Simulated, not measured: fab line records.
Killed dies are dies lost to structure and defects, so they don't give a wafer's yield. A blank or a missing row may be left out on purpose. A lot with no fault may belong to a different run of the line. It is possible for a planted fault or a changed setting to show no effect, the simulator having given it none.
Struck lot and sound lot, side by side | flow gf180mcu | 21 out of 602 route steps
Sound: the wafers L609.2, L609.4, L609.6. Struck: wafer L620.1 (left out: L620.4, L620.5 of the same lot, which were not struck); the cause appears at the end.
For every step that has rows: the tool of each side, followed by ch and its chambers, followed by its first start. Under that, the readings that differ: sound wafers | struck wafers | difference of the means | sigmas: that difference in standard deviations of wafers without a fault.
alike: same words and numbers on both sides, and readings whose means sit less than 2 such deviations apart. not compared: any withheld reading, any reading some wafer has no value for, any bound like >300 that may hide the same value, and any number with overlapping values for which the record gives no deviation.
The two part at a step that has a row with sigmas, a row that says differs or no value, or rows on one side only. Non-overlapping numbers with no deviation appear without sigmas and do not part them. A reading missing from all wafers of one side parts the sides only when that side holds two or more wafers.

GF_TOP_METAL_CD_MEAS_14 targets a cd of 440 nm.
  sound on cd_sem-01 at day 29 08:30; struck on cd_sem-01 at day 32 14:41
  alike: cd_nm
GF_TOP_METAL_OVL_MEAS_15:
  sound on overlay-01 at day 29 08:37; struck on overlay-01 at day 32 14:48
  alike: TOP_METAL_OVL
GF_TOP_METAL_METAL_ETCH_16: etches the open film in Cl2/BCl3, stops on SiO2, target depth 1197 nm, time 199.5 s.
  sound on rie_metal-01 ch 0, day 29 08:42; struck on rie_metal-03 ch 1, day 32 14:50
  reading                     | sound       | struck | difference                   | sigmas
  drypump_motor_current_A (A) | 5.3 5.3 5.3 | 6.1    | +0.8                         | +3
  rf_hours_counter_h (h)      | - - -       | 0      | no value on the sound wafers |
  alike: oes_product_au, throttle_valve_pct
GF_TOP_METAL_STRIP_17: strips in O2/N2.
  sound on plasma_asher-03 ch 0, day 29 09:01; struck on plasma_asher-01 ch 0, day 32 15:02
  alike: drypump_motor_current_A, heater_power_w, oes_product_au, strip_time_to_endpoint_s
  not compared: rf_hours_counter_h
then, 2 steps without rows for these wafers: GF_TOP_METAL_STRIP_18 (strips in post etch residue remover, time 1200 s); GF_TOP_METAL_CLEAN_19 (cleans in DIW).
GF_PASSIVATION_CVD_00: deposits SiO2 from TEOS, target thk 1000 nm, time 111.95 s.
  sound on pecvd-02 ch 0,1,2, day 29 09:35; struck on pecvd-02 ch 0, day 32 15:34
  alike: heater_power_w, susceptor_temp_C
GF_PASSIVATION_THK_MEAS_01:
  sound on film_metro-03 at day 29 09:40; struck on film_metro-02 at day 32 15:38
  alike: PASSIVATION_CVD_00_THK
GF_PASSIVATION_CVD_02: deposits Si3N4, target thk 700 nm, time 486.18 s.
  sound on pecvd-03 ch 0,1,2, day 29 09:43; struck on pecvd-03 ch 0, day 32 15:42
  alike: heater_power_w, susceptor_temp_C
GF_PASSIVATION_THK_MEAS_03:
  sound on film_metro-02 at day 29 10:01; struck on film_metro-03 at day 32 16:00
  alike: PASSIVATION_CVD_02_THK
then, 2 steps without rows for these wafers: GF_PASSIVATION_DEHYDRATE_04 (time 60 s); GF_PASSIVATION_HMDS_05 (prime time 60 s).
GF_PASSIVATION_COAT_06: resist thk 4000 nm.
  sound on litho_track-01 ch 0, day 29 18:28; struck on litho_track-01 ch 0, day 32 23:05
  reading                                       | sound          | struck | difference | sigmas
  model.coat_of_PASSIVATION_COAT_06.thk_nm (nm) | 3985 3997 4001 | 4627   | +633       |
  alike: exhaust_pa
then, 4 steps without rows for these wafers: GF_PASSIVATION_SOFTBAKE_07; GF_PASSIVATION_EXPOSE_08 (exposes mask Pad, target cd 40000 nm); GF_PASSIVATION_PEB_09; GF_PASSIVATION_DEVELOP_10 (develop time 60 s).
GF_PASSIVATION_ETCH_11: etches the open film in CF4/O2, stops on TiN, target depth 2040 nm, time 453.3 s.
  sound on rie_diel-03 ch 1,2,3, day 30 04:35; struck on rie_diel-03 ch 0, day 33 07:26
  reading                                       | sound             | struck | difference | sigmas
  throttle_valve_pct (%)                        | 5.966 5.985 5.976 | 5.952  | -0.024     | -3
  model.coat_of_PASSIVATION_COAT_06.thk_nm (nm) | 2642 2661 2613    | 3280   | +641       |
  alike: drypump_motor_current_A, oes_product_au
  not compared: rf_hours_counter_h
GF_PASSIVATION_STRIP_12: strips in O2/N2.
  sound on plasma_asher-04 ch 0,1, day 30 04:51; struck on plasma_asher-03 ch 1, day 33 07:42
  reading                      | sound             | struck | difference | sigmas
  heater_power_w (W)           | 346 332 344       | 447    | +106       | +3
  strip_time_to_endpoint_s (s) | 32.96 33.19 32.64 | 40.24  | +7.31      | +29
  alike: drypump_motor_current_A, oes_product_au
  not compared: rf_hours_counter_h
then, 2 steps without rows for these wafers: GF_PASSIVATION_ANNEAL_13 (time 1800 s); GF_PASSIVATION_PROBE_99.

## WHERE THEY PART
Earliest at GF_TOP_METAL_METAL_ETCH_16; latest, in this record, at GF_PASSIVATION_STRIP_12.

WHY: whatever the simulator had introduced
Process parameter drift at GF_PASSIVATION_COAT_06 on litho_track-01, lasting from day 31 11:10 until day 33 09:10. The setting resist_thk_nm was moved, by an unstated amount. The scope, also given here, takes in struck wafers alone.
